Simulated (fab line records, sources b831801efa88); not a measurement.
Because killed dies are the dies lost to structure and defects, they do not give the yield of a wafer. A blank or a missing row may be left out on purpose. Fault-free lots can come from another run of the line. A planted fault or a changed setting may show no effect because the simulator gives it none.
Matching of chambers | flow sfqLine | SFQ_TRILAYER_A5C_DEP_PECVD_142 on pecvd-04 has 3 sister chambers
The step deposits SiO2 from SiH4/N2O, time 15.556 s, target thk 70 nm. 6 wafers are shown with their chamber, then 8 later ones without.

## EACH WAFER AND ITS CHAMBER
wafer  | chamber | showerheadVppV (V) | throttleValvePct (%)
L604.4 | 2       | 826                | 22.9
L604.5 | 0       | 780                | 23.0
L606.2 | 0       | 763                | 22.9
L606.3 | 2       | 810                | 23.0
L606.5 | 1       | 838                | 22.3
L608.1 | 1       | 831                | 22.2

## WAFERS WITH NO CHAMBER GIVEN
wafer  | showerheadVppV (V) | throttleValvePct (%)
L608.4 | 819                | 22.1
L608.6 | 821                | 22.4
L609.3 | 836                | 23.2
L609.5 | 809                | 22.2
L609.6 | 783                | 23.4
L611.1 | 780                | 23.3
L611.3 | 821                | 23.2
L611.5 | 820                | 22.3

## WHICH CHAMBER EACH WENT THROUGH
wafer  | from the rows above     | in truth
L608.4 | 1                       | 1
L608.6 | 1                       | 1
L609.3 | 2                       | 2
L609.5 | 1                       | 1
L609.6 | can't be placed: 0 or 2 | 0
L611.1 | can't be placed: 0 or 2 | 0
L611.3 | 2                       | 2
L611.5 | 1                       | 1
Correctly placed: 6 of 8. Cannot be placed on the basis of these rows: 2; the candidates contain the true chamber in 2. 0 placed wrongly.
How it was worked out, from the rows above alone: a wafer's distance from a chamber is the root of the sum, over the readings, of the square of ((its reading less the chamber's mean) divided by the reading's scatter). If the next closest chamber is less than 2 further off than the closest, the wafer can't be placed; otherwise it belongs to the closest. For every chamber, the mean is computed from those of its wafers that are shown. How the scatter is found: for the shown wafers, subtract from each reading the mean of its chamber, square and add these, divide the total by (wafers less chambers), then take the root.
